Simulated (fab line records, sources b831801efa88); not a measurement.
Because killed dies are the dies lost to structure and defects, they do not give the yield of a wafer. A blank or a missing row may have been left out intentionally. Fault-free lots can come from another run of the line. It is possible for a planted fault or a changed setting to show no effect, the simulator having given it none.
Matching of chambers | flow sky130 | SKY_PASSIVATION_CVD_00 on pecvd-02: 3 sister chambers
The step deposits SiO2, target thk 90 nm. 3 wafers are shown with their chamber, then 12 later ones without.

WAFERS, EACH WITH ITS CHAMBER
wafer  | chamber | heater power w (W)
L086.4 | 1       | 696
L088.4 | 2       | 568
L088.5 | 0       | 535

WAFERS WHOSE CHAMBER IS MISSING
wafer  | heater power w (W)
L092.1 | 616
L092.2 | 486
L092.3 | 522
L092.4 | 524
L092.5 | 615
L092.6 | 510
L093.1 | 547
L093.5 | 739
L093.6 | 585
L096.2 | 660
L096.3 | 533
L096.6 | 670

WHICH CHAMBER EACH WENT THROUGH
wafer  | from the rows above          | in truth
L092.1 | can't be placed: 2 or 1 or 0 | 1
L092.2 | can't be placed: 0 or 2      | 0
L092.3 | can't be placed: 0 or 2      | 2
L092.4 | can't be placed: 0 or 2      | 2
L092.5 | can't be placed: 2 or 0 or 1 | 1
L092.6 | can't be placed: 0 or 2      | 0
L093.1 | can't be placed: 0 or 2      | 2
L093.5 | 1                            | 1
L093.6 | can't be placed: 2 or 0      | 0
L096.2 | can't be placed: 1 or 2      | 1
L096.3 | can't be placed: 0 or 2      | 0
L096.6 | 1                            | 1
Placed correctly: 2 of 12. Unplaceable from these rows: 10, with the true chamber sitting among the candidates in 10. Number placed wrongly: 0.
How it was worked out, from the rows above alone: a wafer's distance from a chamber is the root of the sum, over the readings, of the square of ((its reading less the chamber's mean) divided by the reading's scatter). The wafer belongs to the nearest chamber; if the next one is less than 2 further off, it can't be placed. For every chamber, the mean is computed from those of its wafers that are shown. The scatter: root of mean squared gap, hidden wafer to nearest shown wafer, with one shown wafer a chamber.
